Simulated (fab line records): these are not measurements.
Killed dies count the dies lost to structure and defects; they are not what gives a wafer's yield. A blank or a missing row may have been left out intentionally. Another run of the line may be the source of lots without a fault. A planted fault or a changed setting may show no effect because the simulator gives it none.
fab line records	flow sky130
record: lots: 6	wafers: 18	lastDay: 48
route steps=708 shown VT_ADJUST_LVTN@116 VT_ADJUST_NCORE@119 PAD_OPEN@708
lots untouched by any fault: they come from a run of this same line in which no faults occurred
startH: start of the lot's first displayed wafer, in hours after the record's first day	waitH: hours from the lot's prior step to this one	" the same as in the row above	L1.1+2: a single row standing in for several wafers	- value missing, or start not given	* or withheld: withheld	< > ~ a bound
route shown NAME@n: NAME is a module with steps in the file, n the number in the route of the first one	usual: mean/standard deviation of fault-free wafers	same: alike in all rows	chamber/n: place in a boat	sites: per-site readings	_std_site: the values' standard deviation	_edge_site: the outer-site mean with the inner-site mean subtracted	radiusMm: how far each site lies from the wafer's centre	mask NAME#n: copy n	behind: the last tool/chamber to shape the wafer	hold: the reason the lot was held/the length of the hold in hours/how it ended	device: names the non-switching transistor (n, p or np)	end of line: tests of these same wafers at the route's end	step lacking rows: just its recipe	killed: the dies lost at the first sort to structure and to defects; this is not the yield of the wafer	map: per-die view of a wafer (x killed, . not killed, _ where there is no die)
set.NAME: the setting the step ran with; set.NAME@STEP: the setting that earlier step ran with	model.NAME: the simulator's own value behind a step, which no gauge read
a table for each step, a row for each wafer; lots at some steps of the route
services: when a tool's chamber went out of use (startH, in hours from the record's first day, below 0 if earlier), for how many hours, and the reason
== steps ==
step: SKY_VT_ADJUST_LVTN_IMPLANT_19
recipe: species: B	energyKev: 30	doseCm2: 6.5e+11	tiltDeg: withheld
step: SKY_VT_ADJUST_LVTN_STRIP_20
recipe: chemistry: O2/N2	powerW: 1400	pressureMtorr: 1500	platenTempC: withheld	o2FlowSccm: 3000	n2FlowSccm: 300	overashFraction: 0.5
usual: drypumpMotorCurrentA: 5.8/0.47	oesProductAu: 0.716/0.0043	stripTimeToEndpointS: 14.18/0.042
lot.wafer	tool	chamber	startH	waitH	drypumpMotorCurrentA	oesProductAu	rfHoursCounterH	stripTimeToEndpointS
L896.2	plasmaAsher-04	1	179.74	0.1	5.1	0.718	35	14.21
L896.3	"	0	"	"	5.2	0.718	-	14.22
L896.5	"	1	"	"	5.1	0.712	-	14.19
L898.1	plasmaAsher-02	0	191.87	0.1	5.9	0.711	53	14.20
L898.3	"	0	"	"	5.9	0.721	-	14.18
L898.6	"	1	"	"	6.0	0.707	-	14.20
L903.2	plasmaAsher-03	1	228.22	0.1	5.9	0.719	54	14.18
L903.3	"	0	"	"	6.5	0.711	-	14.16
L903.4	"	1	"	"	5.9	0.722	-	14.19
L904.1	plasmaAsher-02	0	232.02	0.1	5.9	0.718	57	14.14
L904.3	"	0	"	"	5.9	0.717	-	14.15
L904.6	"	0	"	"	5.9	0.714	-	14.11
L905.1	plasmaAsher-04	0	242.42	0.1	5.2	0.716	41	14.23
L905.4	"	1	"	"	5.1	0.717	-	14.20
L905.5	"	1	"	"	5.1	0.717	-	14.19
L908.2	plasmaAsher-02	1	260.47	0.1	6.0	0.724	60	14.12
L908.4	"	0	"	"	6.0	0.715	-	14.15
L908.5	"	1	"	"	6.0	0.714	-	14.17
step: SKY_VT_ADJUST_LVTN_TW_MEAS_21
usual: VT_ADJUST_LVTN_2_TW: 189.7/1.5
lot.wafer	tool	chamber	startH	waitH	VT_ADJUST_LVTN_2_TW
L896.2	filmMetro-04	-	179.85	0.1	188.0
L896.3	"	-	"	"	188.7
L896.5	"	-	"	"	189.1
L898.1	filmMetro-04	-	191.97	0.1	189.4
L898.3	"	-	"	"	187.2
L898.6	"	-	"	"	188.4
L903.2	filmMetro-04	-	228.33	0.1	188.0
L903.3	"	-	"	"	188.3
L903.4	"	-	"	"	188.3
L904.1	filmMetro-01	-	232.12	0.1	191.0
L904.3	"	-	"	"	190.3
L904.6	"	-	"	"	191.2
L905.1	filmMetro-04	-	242.52	0.1	187.6
L905.4	"	-	"	"	186.9
L905.5	"	-	"	"	187.5
L908.2	filmMetro-01	-	260.58	0.1	190.7
L908.4	"	-	"	"	191.4
L908.5	"	-	"	"	191.9
step: SKY_VT_ADJUST_NCORE_DEHYDRATE_00
recipe: tempC: 200	timeS: 60
step: SKY_VT_ADJUST_NCORE_HMDS_01
recipe: primeTimeS: 60	primeTempC: 120
step: SKY_VT_ADJUST_NCORE_COAT_02
recipe: resist: NOVOLAK	spinRpm: 3000	resistThkNm: 1140
step: SKY_VT_ADJUST_NCORE_SOFTBAKE_03
recipe: tempC: 90	timeS: 60	resist: NOVOLAK
step: SKY_VT_ADJUST_NCORE_EXPOSE_04
recipe: maskId: LVTN_COMPLEMENT_THIN	na: 0.6	sourceShape: conventional	sigmaOuter: 0.6	polarization: unpolarized	targetCdNm: 380	doseMj: 139
step: SKY_VT_ADJUST_NCORE_PEB_05
recipe: tempC: withheld	timeS: *	resist: NOVOLAK
step: SKY_VT_ADJUST_NCORE_DEVELOP_06
recipe: resist: NOVOLAK	developer: TMAH	developTimeS: 60	devTempC: 23
step: SKY_VT_ADJUST_NCORE_CD_MEAS_07
recipe: targetCdNm: 380
usual: cdNm: 379.2/2.6
lot.wafer	tool	chamber	startH	waitH	cdNm
L896.2	cdSem-02	-	201.21	0.1	377.5
L896.3	"	-	"	"	379.7
L896.5	"	-	"	"	378.0
L898.1	cdSem-01	-	213.80	0.1	380.6
L898.3	"	-	"	"	379.3
L898.6	"	-	"	"	378.5
L903.2	cdSem-01	-	251.81	0.1	377.1
L903.3	"	-	"	"	378.6
L903.4	"	-	"	"	376.6
L904.1	cdSem-02	-	255.45	0.1	380.1
L904.3	"	-	"	"	378.3
L904.6	"	-	"	"	379.1
L905.1	cdSem-01	-	266.05	0.1	379.2
L905.4	"	-	"	"	374.9
L905.5	"	-	"	"	377.0
L908.2	cdSem-02	-	285.06	0.1	374.9
L908.4	"	-	"	"	375.0
L908.5	"	-	"	"	377.9
step: SKY_VT_ADJUST_NCORE_OVL_MEAS_08
usual: VT_ADJUST_NCORE_OVL: 0.6/1.2
lot.wafer	tool	chamber	startH	waitH	VT_ADJUST_NCORE_OVL[nm]
L896.2	overlay-01	-	201.31	0.1	-0.8
L896.3	"	-	"	"	-0.7
L896.5	"	-	"	"	0.6
L898.1	overlay-02	-	213.92	0.1	3.3
L898.3	"	-	"	"	2.1
L898.6	"	-	"	"	0.9
L903.2	overlay-01	-	251.91	0.1	2.9
L903.3	"	-	"	"	1.2
L903.4	"	-	"	"	4.3
L904.1	overlay-02	-	255.57	0.1	0.1
L904.3	"	-	"	"	2.7
L904.6	"	-	"	"	-1.0
L905.1	overlay-02	-	266.17	0.1	0.7
L905.4	"	-	"	"	-0.1
L905.5	"	-	"	"	0.8
L908.2	overlay-01	-	285.17	0.1	2.9
L908.4	"	-	"	"	2.0
L908.5	"	-	"	"	1.2
step: SKY_VT_ADJUST_NCORE_IMPLANT_09
recipe: species: B	energyKev: 10	doseCm2: 2.4e+12	tiltDeg: withheld
usual: doseIonsCm2: 2.4001e+12/2.6e+09	faradayCurrentUA: 13.54/0.27
same: implantIonAmu: 11
lot.wafer	tool	chamber	startH	waitH	doseIonsCm2	faradayCurrentUA
L896.2	implanter-02	0	201.37	0.0	2.4021e+12	14.26
L896.3	"	0	"	"	2.3985e+12	13.34
L896.5	"	0	"	"	2.3976e+12	13.62
L898.1	implanter-02	0	213.96	0.0	2.4046e+12	13.51
L898.3	"	0	"	"	2.402e+12	13.48
L898.6	"	0	"	"	2.4034e+12	12.73
L903.2	implanter-03	0	251.97	0.0	2.4043e+12	13.31
L903.3	"	0	"	"	2.4006e+12	13.57
L903.4	"	0	"	"	2.3993e+12	13.44
L904.1	implanter-02	0	255.61	0.0	4.3406e+12	24.65
L904.3	"	0	"	"	4.338e+12	24.88
L904.6	"	0	"	"	4.3368e+12	24.05
L905.1	implanter-02	0	266.21	0.0	4.3478e+12	24.79
L905.4	"	0	"	"	4.3468e+12	24.04
L905.5	"	0	"	"	4.3436e+12	23.83
L908.2	implanter-01	0	285.22	0.0	2.4002e+12	13.39
L908.4	"	0	"	"	2.4005e+12	13.65
L908.5	"	0	"	"	2.4011e+12	13.50
step: SKY_VT_ADJUST_NCORE_STRIP_10
recipe: chemistry: O2/N2	powerW: 1400	pressureMtorr: 1500	platenTempC: withheld	o2FlowSccm: 3000	n2FlowSccm: 300	overashFraction: 0.5
usual: drypumpMotorCurrentA: 5.5/0.36	oesProductAu: 0.716/0.0045	stripTimeToEndpointS: 14.18/0.035
lot.wafer	tool	chamber	startH	waitH	drypumpMotorCurrentA	oesProductAu	rfHoursCounterH	stripTimeToEndpointS
L896.2	plasmaAsher-02	1	201.49	0.1	6.0	0.714	54	14.23
L896.3	"	0	"	"	5.9	0.711	-	14.22
L896.5	"	0	"	"	5.9	0.716	-	14.19
L898.1	plasmaAsher-01	1	214.11	0.1	5.4	0.714	9	14.17
L898.3	"	0	"	"	5.2	0.711	-	14.18
L898.6	"	1	"	"	5.4	0.710	-	14.21
L903.2	plasmaAsher-04	0	252.09	0.1	5.2	0.708	42	14.22
L903.3	"	0	"	"	5.2	0.715	-	14.20
L903.4	"	1	"	"	5.1	0.713	-	14.26
L904.1	plasmaAsher-01	1	255.76	0.1	5.3	0.713	13	14.19
L904.3	"	0	"	"	5.3	0.723	-	14.15
L904.6	"	1	"	"	5.3	0.711	-	14.15
L905.1	plasmaAsher-02	0	266.36	0.1	6.0	0.718	60	14.19
L905.4	"	0	"	"	5.9	0.719	-	14.18
L905.5	"	0	"	"	5.9	0.719	-	14.18
L908.2	plasmaAsher-01	1	285.35	0.1	5.4	0.720	16	14.21
L908.4	"	1	"	"	5.4	0.718	-	14.18
L908.5	"	0	"	"	5.2	0.712	-	14.18
step: SKY_VT_ADJUST_NCORE_TW_MEAS_11
usual: VT_ADJUST_NCORE_TW: 219.7/2.3
lot.wafer	tool	chamber	startH	waitH	hold	VT_ADJUST_NCORE_TW
L896.2	filmMetro-01	-	201.60	0.1	-	222.6
L896.3	"	-	"	"	-	221.0
L896.5	"	-	"	"	-	221.6
L898.1	filmMetro-04	-	214.21	0.1	-	219.0
L898.3	"	-	"	"	-	218.1
L898.6	"	-	"	"	-	219.0
L903.2	filmMetro-04	-	252.20	0.1	-	219.7
L903.3	"	-	"	"	-	218.9
L903.4	"	-	"	"	-	219.1
L904.1	filmMetro-04	-	255.86	0.1	awaitDispo/0.2h/release	258.7
L904.3	"	-	"	"	awaitDispo/0.2h/release	259.6
L904.6	"	-	"	"	awaitDispo/0.2h/release	258.9
L904.1	filmMetro-04	-	256.09	0.2	-	258.9
L904.3	"	-	"	"	-	259.1
L904.6	"	-	"	"	-	259.3
L905.1	filmMetro-02	-	266.46	0.1	awaitDispo/0.2h/release	258.2
L905.4	"	-	"	"	awaitDispo/0.2h/release	256.3
L905.5	"	-	"	"	awaitDispo/0.2h/release	256.1
L905.1	filmMetro-02	-	266.69	0.2	-	258.1
L905.4	"	-	"	"	-	257.8
L905.5	"	-	"	"	-	256.9
L908.2	filmMetro-02	-	285.46	0.1	-	215.2
L908.4	"	-	"	"	-	216.8
L908.5	"	-	"	"	-	217.3
step: SKY_PAD_OPEN_PROBE_99
usual: killed_at_M0_to_M3: 44/7	killed_at_M4_up: 3.2/1.8	killedAtContacts: 24/5.1	killedAtFrontEnd: 15/4.3	killedAtOther: 0.3/0.5	killedDies: 86/9.6	killedOpen: 48/7.1	killedShort: 38/6.7
same: grossDies: 492	killedAtBackSide: 0
lot.wafer	tool	chamber	startH	waitH	hold	killed_at_M0_to_M3	killed_at_M4_up	killedAtContacts	killedAtFrontEnd	killedAtOther	killedDies	killedOpen	killedShort
L896.2	prober-02	-	1093.07	0.1	-	56	0	21	12	0	89	49	40
L896.3	prober-02	-	1093.12	0.2	-	39	1	13	8	0	61	30	31
L896.5	prober-02	-	1093.22	0.2	-	58	2	24	16	1	101	63	38
L898.1	prober-02	-	1102.36	0.1	-	46	3	24	13	0	86	53	32
L898.3	prober-02	-	1102.46	0.2	-	55	2	36	14	0	107	51	56
L898.6	prober-02	-	1102.61	0.2	-	51	3	27	11	1	93	49	44
L903.2	prober-01	-	1134.10	0.1	-	48	2	16	18	0	84	44	39
L903.3	prober-01	-	1134.15	0.2	-	43	4	24	13	2	86	46	40
L903.4	prober-01	-	1134.20	0.2	-	54	7	26	11	0	98	47	51
L904.1	prober-02	-	1137.30	0.1	awaitDispo/2.5h/release	37	7	24	9	1	78	43	35
L904.3	prober-02	-	1137.40	0.2	awaitDispo/2.5h/release	41	6	15	10	1	73	38	35
L904.6	prober-02	-	1137.55	0.2	awaitDispo/2.5h/release	40	2	19	9	1	71	41	30
L905.1	prober-01	-	1148.95	0.1	awaitDispo/2.4h/release	50	3	26	11	1	91	46	43
L905.4	prober-01	-	1149.10	0.2	awaitDispo/2.4h/release	41	3	21	18	0	83	42	38
L905.5	prober-01	-	1149.15	0.2	awaitDispo/2.4h/release	51	3	28	19	0	101	53	47
L908.2	prober-01	-	1162.81	0.1	-	33	5	17	11	0	66	32	34
L908.4	prober-01	-	1162.91	0.2	-	39	2	24	18	0	83	47	36
L908.5	prober-01	-	1162.96	0.2	-	38	5	24	15	0	82	51	31
killed by level:class
L896.2 VIA1:geometricParticle:open=10 CONTACT:geometricParticle:open=10 VIA3:geometricParticle:open=10 METAL2:geometricParticle:short=8 VIA2:geometricParticle:open=7 VIA1:geometricParticle:short=6 CONTACT:geometricParticle:short=5 LI_CONTACT:geometricParticle:short=4
L896.3 VIA1:geometricParticle:open=8 VIA2:geometricParticle:open=8 VIA1:geometricParticle:short=7 CONTACT:geometricParticle:open=4 METAL2:geometricParticle:short=4 POLY_GATE:geometricParticle:short=3 LI_CONTACT:geometricParticle:short=3 LI_CONTACT:geometricParticle:open=3
L896.5 VIA1:geometricParticle:open=13 CONTACT:geometricParticle:open=10 VIA2:geometricParticle:open=9 VIA3:geometricParticle:open=9 VIA1:geometricParticle:short=7 POLY_GATE:geometricParticle:open=6 LI_CONTACT:geometricParticle:open=6 METAL3:geometricParticle:short=6
L898.1 CONTACT:geometricParticle:open=10 VIA1:geometricParticle:open=10 VIA3:geometricParticle:open=9 LI_CONTACT:geometricParticle:open=6 CONTACT:geometricParticle:short=6 VIA2:geometricParticle:short=5 METAL1:geometricParticle:short=5 VIA2:geometricParticle:open=5
L898.3 CONTACT:geometricParticle:open=15 METAL1:geometricParticle:short=10 VIA1:geometricParticle:open=9 VIA1:geometricParticle:short=8 LI_CONTACT:geometricParticle:open=7 CONTACT:geometricParticle:short=7 METAL2:geometricParticle:short=6 VIA3:geometricParticle:open=6
L898.6 CONTACT:geometricParticle:open=11 VIA1:geometricParticle:open=11 METAL1:geometricParticle:short=7 VIA2:geometricParticle:open=7 VIA3:geometricParticle:open=7 LI_CONTACT:geometricParticle:open=6 LOCAL_INTERCONNECT:geometricParticle:short=5 VIA1:geometricParticle:short=5
L903.2 VIA1:geometricParticle:open=8 VIA3:geometricParticle:open=8 METAL1:geometricParticle:short=7 FIELD_ISO:geometricParticle:open=6 LI_CONTACT:geometricParticle:open=6 VIA2:geometricParticle:open=6 VIA1:geometricParticle:short=5 POLY_GATE:geometricParticle:open=4
L903.3 VIA1:geometricParticle:open=11 CONTACT:geometricParticle:open=8 VIA2:geometricParticle:open=8 VIA1:geometricParticle:short=8 FIELD_ISO:geometricParticle:short=6 LI_CONTACT:geometricParticle:open=6 LOCAL_INTERCONNECT:geometricParticle:short=5 VIA3:geometricParticle:open=5
L903.4 CONTACT:geometricParticle:open=16 METAL1:geometricParticle:short=10 VIA1:geometricParticle:open=9 METAL2:geometricParticle:short=6 VIA2:geometricParticle:short=6 VIA3:geometricParticle:open=6 METAL4:geometricParticle:short=6 POLY_GATE:geometricParticle:short=5
L904.1 VIA2:geometricParticle:open=8 CONTACT:geometricParticle:open=7 VIA1:geometricParticle:open=6 LI_CONTACT:geometricParticle:open=6 METAL2:geometricParticle:short=6 CONTACT:geometricParticle:short=4 VIA1:geometricParticle:short=4 METAL4:geometricParticle:short=4
L904.3 CONTACT:geometricParticle:open=7 VIA1:geometricParticle:open=7 VIA2:geometricParticle:open=6 VIA1:geometricParticle:short=5 METAL2:geometricParticle:short=5 METAL4:geometricParticle:short=5 VIA3:geometricParticle:open=4 FIELD_ISO:geometricParticle:open=3
L904.6 CONTACT:geometricParticle:open=11 VIA1:geometricParticle:open=9 METAL2:geometricParticle:short=7 VIA3:geometricParticle:open=7 LI_CONTACT:geometricParticle:open=5 VIA2:geometricParticle:short=4 FIELD_ISO:geometricParticle:short=3 VIA3:geometricParticle:short=3
L905.1 LI_CONTACT:geometricParticle:open=11 METAL2:geometricParticle:short=9 METAL1:geometricParticle:short=8 VIA1:geometricParticle:open=8 VIA3:geometricParticle:open=8 CONTACT:geometricParticle:open=7 VIA1:geometricParticle:short=7 LOCAL_INTERCONNECT:geometricParticle:short=4
L905.4 VIA3:geometricParticle:open=8 METAL2:geometricParticle:short=8 CONTACT:geometricParticle:open=7 FIELD_ISO:geometricParticle:open=5 CONTACT:geometricParticle:short=5 VIA2:geometricParticle:open=5 METAL1:geometricParticle:short=4 VIA1:geometricParticle:short=4
L905.5 VIA1:geometricParticle:open=14 LI_CONTACT:geometricParticle:open=10 CONTACT:geometricParticle:open=9 METAL2:geometricParticle:short=7 VIA2:geometricParticle:open=6 VIA1:geometricParticle:short=6 FIELD_ISO:geometricParticle:open=5 FIELD_ISO:geometricParticle:short=5
L908.2 VIA1:geometricParticle:open=6 LOCAL_INTERCONNECT:geometricParticle:short=6 VIA3:geometricParticle:open=6 METAL2:geometricParticle:short=5 VIA2:geometricParticle:open=5 CONTACT:geometricParticle:open=4 CONTACT:geometricParticle:short=4 SPACER:geometricParticle:short=3
L908.4 VIA1:geometricParticle:open=11 CONTACT:geometricParticle:open=8 LI_CONTACT:geometricParticle:open=7 METAL1:geometricParticle:short=6 VIA3:geometricParticle:open=6 POLY_GATE:geometricParticle:open=5 POLY_GATE:geometricParticle:short=5 LOCAL_INTERCONNECT:geometricParticle:short=5
L908.5 LI_CONTACT:geometricParticle:open=12 VIA1:geometricParticle:open=9 METAL1:geometricParticle:short=7 VIA3:geometricParticle:open=6 POLY_GATE:geometricParticle:open=5 CONTACT:geometricParticle:open=5 METAL4:geometricParticle:short=5 METAL1:geometricParticle:open=3
map L904.1 (x killed, . not)
__________.........._________
________....x.x...x..._______
______........x...x....._____
_____.xx.....x..x...x...x____
____......x.....x.......x.___
___x......x..........x.....__
__..x.................x....x_
_...x..x..........x....x..x..
_...xx................xxx....
_.x...........x..............
_......x..x...........x.....x
_x..x...x...x..x....x...x....
_..xxx..x.................x..
_...x....x.x.x.....xx.x..x...
_x...x....x........x....x....
__..x....x...x.........x...._
___....x.........x......x..__
____...x.x...x....x..xx...___
_____..............x.x...____
______x...........x....._____
________.............._______
__________.........._________
map L905.5 (x killed, . not)
__________x........x_________
________.........x..xx_______
______....x.x.x....x...._____
_____............x.......____
____.......x..x...x.....x.___
___xx..x.......x...........__
__...........x.x.x.......x.._
_........x..x......x...x...xx
_....x......x..x.xxxx......x.
_x.x..............x....xx...x
_...x.xx........x.x........x.
_x.xx...x..xx.....x.x....x...
_..x..x........xx.x..........
_..........x..x..........x.x.
_...x....x.....x.........x..x
__x...xx..x.....xx.....xx..._
___.xx....x..........x..x..__
____...xx.......x......x.x___
_____.x.x.....x..........____
______....x.........xx.._____
________.x.....x..x..._______
__________.xx..x...._________
== services ==
tool	chamber	startH	hours	kind
implanter-02	-	167.25	2.6	repair
implanter-02	-	189.76	1.4	repair
plasmaAsher-03	-	191.77	4.0	repair
plasmaAsher-04	-	214.32	2.8	pm
implanter-01	-	233.02	1.0	repair
implanter-01	-	244.54	4.0	pm
implanter-02	-	254.29	0.6	repair
== key ==
firstSign: step: SKY_VT_ADJUST_NCORE_IMPLANT_09	reading: doseIonsCm2	direction: up	sigmas: 99+	usual: *	struck: *
effect: step: SKY_VT_ADJUST_NCORE_IMPLANT_09	reading: faradayCurrentUA	direction: up	sigmas: 41	usual: 13.54	struck: 24.38
effect: step: SKY_VT_ADJUST_NCORE_TW_MEAS_11	reading: visit	direction: added
effect: step: SKY_VT_ADJUST_NCORE_TW_MEAS_11	reading: VT_ADJUST_NCORE_TW	direction: up	sigmas: 17	usual: 219.7	struck: 258.0
effect: step: SKY_PAD_OPEN_PROBE_99	reading: hold	direction: added
metAt SKY_VT_ADJUST_NCORE_IMPLANT_09
struckWafers L904.1,L904.3,L904.6,L905.1,L905.4,L905.5
testerLeftOut L904,L905
onsetBetween 213.96 255.61
fault: kind: processParameterDrift	tool: implanter-02	chamber: -	onsetH: 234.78	steps: SKY_VT_ADJUST_NCORE_IMPLANT_09	channel: doseCm2	offset: *	shape: step	endH: 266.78	actsIn: *	stated: *
testerLeftOut: of these lots the tester's yield and bins aren't shown, on N5 and GAA mostly nor the transistor test; their killed dies are dies lost to structure and defects alone, not to doping, threshold or leakage, so they don't give the yield
